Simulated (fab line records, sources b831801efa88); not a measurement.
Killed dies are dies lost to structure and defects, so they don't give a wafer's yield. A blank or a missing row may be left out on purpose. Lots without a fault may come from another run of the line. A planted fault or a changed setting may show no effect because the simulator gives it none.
Split-lot experiment | flow gf180mcu | 5 lots, 23 wafers read, on a route of 602 steps

THE SPLIT
At GF_M1_SPUTTER_03 (material Ti, target thk 10 nm, time 6.7 s), the setting time_s was moved away from the recipe's 6.7 s on 12 of the 23 wafers read, by -11.8% to +14.9%. The other wafers ran this setting at the recipe's value.

The reading is taken at the split's own step.

THE READING
Ti_of_M1_SPUTTER_03.thk_nm (the simulator's own value, which no gauge read), in nm, at GF_M1_SPUTTER_03 (material Ti, target thk 10 nm, time 6.7 s). The file gives no usual value for it. The 11 wafers here that ran the recipe average 10.076 nm, standard deviation 0.18 nm.

wafer  | tool, chamber at the split | time_s as run, s | against the recipe | Ti_of_M1_SPUTTER_03.thk_nm, nm | against lot-mates on the recipe
L074.3 | pvd_sputter-03, -          | 6.7              | recipe             | 10.15                          | -
L074.4 | pvd_sputter-03, -          | 6.7              | recipe             | 10.28                          | -
L074.5 | pvd_sputter-03, -          | 6.7              | recipe             | 10.35                          | -
L079.1 | pvd_sputter-04, -          | 6.442            | -3.9%              | 9.511                          | -0.309
L079.3 | pvd_sputter-04, -          | 6.442            | -3.9%              | 9.407                          | -0.412
L079.4 | pvd_sputter-04, -          | 6.442            | -3.9%              | 9.488                          | -0.332
L079.5 | pvd_sputter-04, -          | 6.7              | recipe             | 9.796                          | -
L079.6 | pvd_sputter-04, -          | 6.7              | recipe             | 9.843                          | -
L080.1 | pvd_sputter-03, -          | 5.908            | -11.8%             | 9.022                          | -1.103
L080.2 | pvd_sputter-03, -          | 5.908            | -11.8%             | 9.025                          | -1.100
L080.3 | pvd_sputter-03, -          | 6.7              | recipe             | 10.18                          | -
L080.5 | pvd_sputter-03, -          | 6.7              | recipe             | 10.07                          | -
L080.6 | pvd_sputter-03, -          | 5.908            | -11.8%             | 9.091                          | -1.034
L081.1 | pvd_sputter-03, -          | 6.11             | -8.8%              | 9.023                          | -0.893
L081.3 | pvd_sputter-03, -          | 6.11             | -8.8%              | 9.151                          | -0.765
L081.4 | pvd_sputter-03, -          | 6.7              | recipe             | 9.876                          | -
L081.5 | pvd_sputter-03, -          | 6.7              | recipe             | 9.956                          | -
L081.6 | pvd_sputter-03, -          | 6.11             | -8.8%              | 8.962                          | -0.954
L082.2 | pvd_sputter-04, -          | 6.7              | recipe             | 10.23                          | -
L082.3 | pvd_sputter-04, -          | 6.7              | recipe             | 10.11                          | -
L082.4 | pvd_sputter-04, -          | 7.698            | +14.9%             | 11.7                           | +1.530
L082.5 | pvd_sputter-04, -          | 7.698            | +14.9%             | 11.7                           | +1.530
L082.6 | pvd_sputter-04, -          | 7.698            | +14.9%             | 11.68                          | +1.510

THE FIT
A straight line over all 23 wafers: Ti_of_M1_SPUTTER_03.thk_nm changes by +0.105 nm for each +1% of time_s; r = +0.98; the points scatter about the line by 0.18 nm.
The same after taking each lot's own level away (the mean of its wafers on the recipe; 23 wafers): +0.0984 nm for each +1%; r = +1.00; scatter 0.065 nm.
On that fit, the largest move of time_s shifts the reading by 1.5 nm.
The lots' own levels span 9.8195 to 10.2600 nm, that is 2.5 times the standard deviation above.
So the lot-to-lot level changes the slope little: the two slopes agree.
Check: with one of the wafers moved furthest among these (+14.9%) left out of the fit, the line predicts +1.47 nm for it against its lot-mates. It came out at +1.53 nm against them.

OTHER SPLITS ON THESE WAFERS
These wafers also went through other splits before the reading. Each is held against what the fit with the lots' levels taken away leaves over:
other split on the same wafers | wafers away from the commonest value | r with Ti_of_M1_SPUTTER_03.thk_nm (lot level and that fit taken away)
GF_SAB_CVD_00 time_s           | 5                                    | +0.02
GF_CONTACT_PEB_12 peb_temp_c   | 10                                   | -0.25

THE FILE'S OWN FIT
Ti_of_M1_SPUTTER_03.thk_nm changes by +0.0978 nm for each +1% of time_s, r = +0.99.
